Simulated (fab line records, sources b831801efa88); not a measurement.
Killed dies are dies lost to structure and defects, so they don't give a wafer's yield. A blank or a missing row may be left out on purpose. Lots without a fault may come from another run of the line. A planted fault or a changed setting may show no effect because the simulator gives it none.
Split-lot experiment | flow sky130 | 5 lots, 23 wafers read, on a route of 708 steps

THE SPLIT
At SKY_LOCAL_INTERCONNECT_SPUTTER_00 (material TiN, target thk 100 nm, time 83.3 s), the setting chamber_pressure_pa was moved away from the recipe's 0.4 Pa on 15 of the 23 wafers read, by -5.2% to +15.0%. The other wafers ran this setting at the recipe's value.

The reading is taken at the split's own step.

THE READING
TiN_of_LOCAL_INTERCONNECT_SPUTTER_00.thk_nm (the simulator's own value, which no gauge read), in nm, at SKY_LOCAL_INTERCONNECT_SPUTTER_00 (material TiN, target thk 100 nm, time 83.3 s). The file gives no usual value for it. The 8 wafers here that ran the recipe average 99.03 nm, standard deviation 0.92 nm.

wafer  | tool, chamber at the split | chamber_pressure_pa as run, Pa | against the recipe | TiN_of_LOCAL_INTERCONNECT_SPUTTER_00.thk_nm, nm | against lot-mates on the recipe
L076.1 | pvd_sputter-04, -          | 0.4367                         | +9.2%              | 97.78                                           | no lot-mate on the recipe
L076.2 | pvd_sputter-04, -          | 0.4367                         | +9.2%              | 96.94                                           | no lot-mate on the recipe
L076.3 | pvd_sputter-04, -          | 0.4367                         | +9.2%              | 97.55                                           | no lot-mate on the recipe
L076.4 | pvd_sputter-04, -          | 0.4367                         | +9.2%              | 96.72                                           | no lot-mate on the recipe
L076.5 | pvd_sputter-04, -          | 0.4367                         | +9.2%              | 97.08                                           | no lot-mate on the recipe
L078.2 | pvd_sputter-04, -          | 0.4                            | recipe             | 96.88                                           | -
L078.5 | pvd_sputter-04, -          | 0.4                            | recipe             | 99.34                                           | -
L078.6 | pvd_sputter-04, -          | 0.4                            | recipe             | 98.43                                           | -
L079.2 | pvd_sputter-04, -          | 0.4                            | recipe             | 99.86                                           | -
L079.3 | pvd_sputter-04, -          | 0.4                            | recipe             | 98.95                                           | -
L079.4 | pvd_sputter-04, -          | 0.4                            | recipe             | 99.67                                           | -
L079.5 | pvd_sputter-04, -          | 0.4                            | recipe             | 99.49                                           | -
L079.6 | pvd_sputter-04, -          | 0.4                            | recipe             | 99.62                                           | -
L080.1 | pvd_sputter-01, -          | 0.46                           | +15.0%             | 96.05                                           | no lot-mate on the recipe
L080.2 | pvd_sputter-01, -          | 0.46                           | +15.0%             | 95.58                                           | no lot-mate on the recipe
L080.3 | pvd_sputter-01, -          | 0.46                           | +15.0%             | 96.43                                           | no lot-mate on the recipe
L080.4 | pvd_sputter-01, -          | 0.46                           | +15.0%             | 96.14                                           | no lot-mate on the recipe
L080.5 | pvd_sputter-01, -          | 0.46                           | +15.0%             | 96.65                                           | no lot-mate on the recipe
L085.1 | pvd_sputter-04, -          | 0.3793                         | -5.2%              | 100.6                                           | no lot-mate on the recipe
L085.2 | pvd_sputter-04, -          | 0.3793                         | -5.2%              | 99.72                                           | no lot-mate on the recipe
L085.3 | pvd_sputter-04, -          | 0.3793                         | -5.2%              | 98.56                                           | no lot-mate on the recipe
L085.5 | pvd_sputter-04, -          | 0.3793                         | -5.2%              | 99.54                                           | no lot-mate on the recipe
L085.6 | pvd_sputter-04, -          | 0.3793                         | -5.2%              | 99.38                                           | no lot-mate on the recipe

THE FIT
A straight line over all 23 wafers: TiN_of_LOCAL_INTERCONNECT_SPUTTER_00.thk_nm changes by -0.175 nm for each +1% of chamber_pressure_pa; r = -0.89; the points scatter about the line by 0.72 nm.
Too few moved wafers have a lot-mate on the recipe to fit a line with each lot's own level taken away.

THE FILE'S OWN FIT
TiN_of_LOCAL_INTERCONNECT_SPUTTER_00.thk_nm changes by -0.176 nm for each +1% of chamber_pressure_pa, r = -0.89.
